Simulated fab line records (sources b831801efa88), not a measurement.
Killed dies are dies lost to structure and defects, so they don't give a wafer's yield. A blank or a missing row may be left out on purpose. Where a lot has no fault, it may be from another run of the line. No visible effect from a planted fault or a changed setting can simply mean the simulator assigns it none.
Struck lot and sound lot, side by side | flow sky130 | 15 out of 708 route steps
Sound: wafers L453.2, L453.3, L453.5. The struck wafers were L455.2, L455.4, L455.5. The cause is named last.
Each step with rows lists, per side, the tool, then ch with its chambers, then its first start. Under that, the readings that differ: sound wafers | struck wafers | difference of the means | sigmas: that difference in standard deviations of wafers without a fault.
alike: a reading whose means differ by less than 2 such deviations, as well as words and numbers matching on both sides. not compared: withheld readings; readings where some wafer has no value; bounds like >300 that might hide an equal value; numbers whose values overlap and for which the record gives no deviation.
Wherever a step has rows on one side only, a row that says differs or no value, or a row with sigmas, the two part there. Numbers that don't overlap but have no deviation are shown without sigmas and don't part them. Lack of a reading on every wafer of one side parts them only where that side has two or more wafers.

first, 5 steps without rows for these wafers: SKY_LDD_N_COAT_02 (resist thk 300 nm); SKY_LDD_N_SOFTBAKE_03 (time 60 s); SKY_LDD_N_EXPOSE_04 (exposes mask NTM, target cd 840 nm); SKY_LDD_N_PEB_05; SKY_LDD_N_DEVELOP_06 (develop time 60 s).
SKY_LDD_N_OVL_MEAS_07:
  sound on overlay-01 at day 18 14:38; struck on overlay-01 at day 19 13:23
  alike: LDD_N_OVL
then, 6 steps without rows for these wafers: SKY_LDD_N_IMPLANT_08; SKY_LDD_N_IMPLANT_09; SKY_LDD_N_IMPLANT_10; SKY_LDD_N_IMPLANT_11; SKY_LDD_N_IMPLANT_12; SKY_LDD_N_IMPLANT_13.
SKY_LDD_N_IMPLANT_14:
  sound on implanter-03 ch 0, day 18 15:36; struck on implanter-03 ch 0, day 19 14:21
  reading                | sound                | struck               | difference | sigmas
  rotation deg (degrees) | 180.00 179.92 179.97 | 402.23 402.24 402.23 | +222.27    | +99 or more
then, 1 step without rows for these wafers: SKY_LDD_N_IMPLANT_15.
-- record jumps: 27 days separate the struck wafers' starts on either side; left off in module LDD_N, taken up again in module PAD_OPEN, whose first shown step is the route's number 708 --
SKY_PAD_OPEN_PROBE_99:
  sound on prober-02 at day 46 12:10; struck on prober-02 at day 47 00:22
  reading                                      | sound                | struck               | difference | sigmas
  model.etest.nfet_01v8_swapped.off log10 a um | -13.31 -13.31 -13.29 | -13.27 -13.18 -13.16 | +0.10      |
  model.etest.nfet_01v8_lvt.vt sat v (V)       | 0.5241 0.5307 0.5324 | 0.5899 0.5873 0.5872 | +0.0591    |
  model.etest.nfet_01v8_swapped.vt sat v (V)   | 0.6325 0.6441 0.644  | 0.6006 0.6009 0.5932 | -0.0420    |
  model.etest.nfet_01v8.vt sat v (V)           | 0.6362 0.6438 0.6441 | 0.6945 0.6903 0.6907 | +0.0505    |
  model.etest.sram nfet pass.vt sat v (V)      | 0.5148 0.513 0.516   | 0.5768 0.5878 0.5738 | +0.0649    |
  alike: killed_at_M0_to_M3, killed_at_M4_up, killed at contacts, killed at front end, killed at other, killed dies, killed open, killed short

WHERE THEY PART
SKY_LDD_N_IMPLANT_14 only, going by this record. Later steps at which nothing parts them and some readings are alike: SKY_PAD_OPEN_PROBE_99.

WHY: whatever the simulator had introduced
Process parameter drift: implanter-03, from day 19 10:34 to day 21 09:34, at SKY_LDD_N_IMPLANT_14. Setting rotation deg, moved by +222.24, from 180. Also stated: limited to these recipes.
